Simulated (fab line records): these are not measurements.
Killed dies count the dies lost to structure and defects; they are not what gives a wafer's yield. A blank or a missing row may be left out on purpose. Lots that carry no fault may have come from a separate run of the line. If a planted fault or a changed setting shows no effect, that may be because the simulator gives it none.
Check of tool commonality || flow gf180mcu || Sample size 10 lots and 36 wafers

REASON FOR OPENING
2 of 10 lots carry a flag on the reading MIM_ALCU_RS at GF_MIM_RS_MEAS_10. Wafers without a fault read 0.1601 ohm/sq, standard deviation 0.0016.
Rule: a lot is flagged when every wafer of it that has a number lies more than 4 standard deviations from that mean, or none has a number. The rest of the lots are taken to be sound.

{"lot": "L588", "measured": "day 24 20:52", "on": "film-metro-02", "MIM_ALCU_RS (ohm/sq), wafer by wafer": "0.1629 0.1594 0.1581", "flag": ""}
{"lot": "L589", "measured": "day 25 09:02", "on": "film-metro-03", "MIM_ALCU_RS (ohm/sq), wafer by wafer": "0.1611 0.1592 0.1621", "flag": ""}
{"lot": "L592", "measured": "day 26 12:56", "on": "film-metro-04", "MIM_ALCU_RS (ohm/sq), wafer by wafer": "0.1599 0.1620 0.1580", "flag": ""}
{"lot": "L594", "measured": "day 27 01:59", "on": "film-metro-02", "MIM_ALCU_RS (ohm/sq), wafer by wafer": "0.1608 0.1605 0.1627", "flag": ""}
{"lot": "L595", "measured": "day 27 07:22", "on": "film-metro-03", "MIM_ALCU_RS (ohm/sq), wafer by wafer": "0.1610 0.1608 0.1596", "flag": ""}
{"lot": "L598", "measured": "day 28 07:16", "on": "film-metro-02", "MIM_ALCU_RS (ohm/sq), wafer by wafer": "0.1583 0.1596 0.1574", "flag": ""}
{"lot": "L603", "measured": "day 29 14:47", "on": "film-metro-02", "MIM_ALCU_RS (ohm/sq), wafer by wafer": "0.1462 0.1448 0.1447 0.1466 0.1447 0.1450", "flag": "FLAGGED"}
{"lot": "L604", "measured": "day 29 20:40", "on": "film-metro-03", "MIM_ALCU_RS (ohm/sq), wafer by wafer": "0.1595 0.1606 0.1601", "flag": ""}
{"lot": "L608", "measured": "day 30 21:20", "on": "film-metro-02", "MIM_ALCU_RS (ohm/sq), wafer by wafer": "0.1449 0.1453 0.1444 0.1451 0.1454 0.1446", "flag": "FLAGGED"}
{"lot": "L610", "measured": "day 31 08:35", "on": "film-metro-04", "MIM_ALCU_RS (ohm/sq), wafer by wafer": "0.1602 0.1608 0.1596", "flag": ""}
The numbers of the flagged lots are 0.1451 ohm/sq on average: -0.0150 ohm/sq against the usual, or -9 standard deviations.

TOOL THAT RAN EACH LOT
The record holds 3 process steps before the reading, out of a route of 602 steps. Every cell lists first the tool, next ch and the chambers used by the sampled wafers, and last the start.
{"lot": "L588", "flag": "", "GF_MIM_SPUTTER_02": "pvd-sputter-02, day 24 20:35", "GF_MIM_SPUTTER_04": "pvd-sputter-02, day 24 20:38", "GF_MIM_SPUTTER_08": "pvd-sputter-01, day 24 20:49"}
{"lot": "L589", "flag": "", "GF_MIM_SPUTTER_02": "pvd-sputter-03, day 25 08:44", "GF_MIM_SPUTTER_04": "pvd-sputter-03, day 25 08:47", "GF_MIM_SPUTTER_08": "pvd-sputter-01, day 25 08:58"}
{"lot": "L592", "flag": "", "GF_MIM_SPUTTER_02": "pvd-sputter-01, day 26 12:37", "GF_MIM_SPUTTER_04": "pvd-sputter-01, day 26 12:40", "GF_MIM_SPUTTER_08": "pvd-sputter-03, day 26 12:50"}
{"lot": "L594", "flag": "", "GF_MIM_SPUTTER_02": "pvd-sputter-02, day 27 01:41", "GF_MIM_SPUTTER_04": "pvd-sputter-02, day 27 01:44", "GF_MIM_SPUTTER_08": "pvd-sputter-03, day 27 01:55"}
{"lot": "L595", "flag": "", "GF_MIM_SPUTTER_02": "pvd-sputter-03, day 27 07:04", "GF_MIM_SPUTTER_04": "pvd-sputter-03, day 27 07:07", "GF_MIM_SPUTTER_08": "pvd-sputter-01, day 27 07:17"}
{"lot": "L598", "flag": "", "GF_MIM_SPUTTER_02": "pvd-sputter-02, day 28 06:58", "GF_MIM_SPUTTER_04": "pvd-sputter-02, day 28 07:01", "GF_MIM_SPUTTER_08": "pvd-sputter-01, day 28 07:11"}
{"lot": "L603", "flag": "FLAGGED", "GF_MIM_SPUTTER_02": "pvd-sputter-02, day 29 14:29", "GF_MIM_SPUTTER_04": "pvd-sputter-02, day 29 14:32", "GF_MIM_SPUTTER_08": "pvd-sputter-01, day 29 14:44"}
{"lot": "L604", "flag": "", "GF_MIM_SPUTTER_02": "pvd-sputter-02, day 29 20:23", "GF_MIM_SPUTTER_04": "pvd-sputter-02, day 29 20:26", "GF_MIM_SPUTTER_08": "pvd-sputter-03, day 29 20:37"}
{"lot": "L608", "flag": "FLAGGED", "GF_MIM_SPUTTER_02": "pvd-sputter-02, day 30 21:04", "GF_MIM_SPUTTER_04": "pvd-sputter-02, day 30 21:07", "GF_MIM_SPUTTER_08": "pvd-sputter-01, day 30 21:17"}
{"lot": "L610", "flag": "", "GF_MIM_SPUTTER_02": "pvd-sputter-01, day 31 08:16", "GF_MIM_SPUTTER_04": "pvd-sputter-01, day 31 08:19", "GF_MIM_SPUTTER_08": "pvd-sputter-03, day 31 08:29"}
What is done by these steps:
- GF_MIM_SPUTTER_02: material AlCu, target thk 450 nm, time 23.9 s.
- GF_MIM_SPUTTER_04: material TiN, target thk 50 nm, time 41.7 s.
- GF_MIM_SPUTTER_08: material AlCu, target thk 200 nm, time 10.6 s.
- GF_MIM_RS_MEAS_10: measures by four-point-probe.

FLAGGED OVER TOTAL, TOOL BY TOOL (the gauges that took the reading come last)
{"step": "GF_MIM_SPUTTER_02", "tool": "pvd-sputter-01", "lots run": 2, "flagged": 0, "share of the flagged lots": "none", "sound lots run after its first flagged lot": "-"}
{"step": "GF_MIM_SPUTTER_02", "tool": "pvd-sputter-02", "lots run": 6, "flagged": 2, "share of the flagged lots": "all", "sound lots run after its first flagged lot": "1 (L604)"}
{"step": "GF_MIM_SPUTTER_02", "tool": "pvd-sputter-03", "lots run": 2, "flagged": 0, "share of the flagged lots": "none", "sound lots run after its first flagged lot": "-"}
{"step": "GF_MIM_SPUTTER_04", "tool": "pvd-sputter-01", "lots run": 2, "flagged": 0, "share of the flagged lots": "none", "sound lots run after its first flagged lot": "-"}
{"step": "GF_MIM_SPUTTER_04", "tool": "pvd-sputter-02", "lots run": 6, "flagged": 2, "share of the flagged lots": "all", "sound lots run after its first flagged lot": "1 (L604)"}
{"step": "GF_MIM_SPUTTER_04", "tool": "pvd-sputter-03", "lots run": 2, "flagged": 0, "share of the flagged lots": "none", "sound lots run after its first flagged lot": "-"}
{"step": "GF_MIM_SPUTTER_08", "tool": "pvd-sputter-01", "lots run": 6, "flagged": 2, "share of the flagged lots": "all", "sound lots run after its first flagged lot": 0}
{"step": "GF_MIM_SPUTTER_08", "tool": "pvd-sputter-03", "lots run": 4, "flagged": 0, "share of the flagged lots": "none", "sound lots run after its first flagged lot": "-"}
{"step": "GF_MIM_RS_MEAS_10", "tool": "film-metro-02", "lots run": 5, "flagged": 2, "share of the flagged lots": "all", "sound lots run after its first flagged lot": 0}
{"step": "GF_MIM_RS_MEAS_10", "tool": "film-metro-03", "lots run": 3, "flagged": 0, "share of the flagged lots": "none", "sound lots run after its first flagged lot": "-"}
{"step": "GF_MIM_RS_MEAS_10", "tool": "film-metro-04", "lots run": 2, "flagged": 0, "share of the flagged lots": "none", "sound lots run after its first flagged lot": "-"}

THE TABLE: WHAT IT ALLOWS
4 rows of the table ran every flagged lot: pvd-sputter-02 at GF_MIM_SPUTTER_02, pvd-sputter-02 at GF_MIM_SPUTTER_04, pvd-sputter-01 at GF_MIM_SPUTTER_08, film-metro-02 at GF_MIM_RS_MEAS_10.
- pvd-sputter-02 at GF_MIM_SPUTTER_02 ran 6 lots, 2 of them flagged. Sound lots followed the first flagged one (L604) on it, something a lasting fault affecting the whole tool could not allow.
- pvd-sputter-02 at GF_MIM_SPUTTER_04 ran 6 lots, 2 of them flagged. Sound lots followed the first flagged one (L604) on it, something a lasting fault affecting the whole tool could not allow.
- pvd-sputter-01 at GF_MIM_SPUTTER_08 ran 6 lots, 2 of them flagged. It ran its last sound lot, L598, at day 28 07:11 and its first flagged lot, L603, at day 29 14:44: a fault with its onset between the two fits. Its own readings lie more than 4 standard deviations out on every wafer of the flagged lots: cathode-dc-power-W.
- film-metro-02 at GF_MIM_RS_MEAS_10 ran 5 lots, 2 of them flagged. It ran its last sound lot, L598, at day 28 07:16 and its first flagged lot, L603, at day 29 14:47: a fault with its onset between the two fits.
Because each of these 2 tools fits a fault that began at some hour, counting lots does not separate them. More lots, or a look at what each step does to the wafer, might.

WHAT THE SIMULATOR PUT IN
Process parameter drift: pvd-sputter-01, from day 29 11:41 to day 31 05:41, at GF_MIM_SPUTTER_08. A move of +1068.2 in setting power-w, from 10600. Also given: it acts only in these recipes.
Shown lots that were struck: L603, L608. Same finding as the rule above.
